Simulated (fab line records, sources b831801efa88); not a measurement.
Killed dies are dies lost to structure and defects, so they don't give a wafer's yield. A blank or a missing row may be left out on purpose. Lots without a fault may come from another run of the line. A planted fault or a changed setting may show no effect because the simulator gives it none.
Which tool did it? | flow sky130 | 9 lots, 27 wafers sampled, at 1 step of a route of 708

WHAT THE GAUGES READ, wafer by wafer
SKY_VIA2_CD_MEAS_12: target cd 200 nm.
lot  | measured     | on        | cd_nm (nm)
L351 | day 36 08:46 | cd_sem-01 | 202.4 200.1 202.9
L354 | day 37 03:05 | cd_sem-01 | 199.9 200.4 201.4
L358 | day 39 05:17 | cd_sem-02 | 198.1 199.3 196.5
L361 | day 39 11:19 | cd_sem-01 | 199.3 199.0 198.7
L363 | day 39 23:44 | cd_sem-01 | 196.8 196.5 197.9
L364 | day 40 07:56 | cd_sem-01 | 198.8 198.6 198.5
L365 | day 40 15:23 | cd_sem-02 | 199.9 199.9 199.9
L369 | day 41 18:19 | cd_sem-02 | 203.5 202.6 202.7
L371 | day 42 02:14 | cd_sem-02 | 200.4 199.3 200.4

WHICH TOOL RAN EACH LOT (tool, then ch and the chambers of the sampled wafers, then the start)
The record holds no process step before these readings.

THE ANSWER, worked out from the rows above alone
Rule: what is usual is taken from the lots themselves. Put in order of their means at a reading, lots are off if they are a third of the lots or fewer, leave a main group of 4 or more, and stand apart from it by a gap of 3 or more times the standard deviation of the main group's means; of several such gaps the widest counts. A main group whose means are all the same, to the digits that the tables above print for the reading, isn't used. A lot without any number at a reading at which 4 lots or more have one is off too. The other lots that the step has rows for count as sound.
No lot is off at any reading shown: from this, nothing can be told.

WHAT THE SIMULATOR HAD PUT IN
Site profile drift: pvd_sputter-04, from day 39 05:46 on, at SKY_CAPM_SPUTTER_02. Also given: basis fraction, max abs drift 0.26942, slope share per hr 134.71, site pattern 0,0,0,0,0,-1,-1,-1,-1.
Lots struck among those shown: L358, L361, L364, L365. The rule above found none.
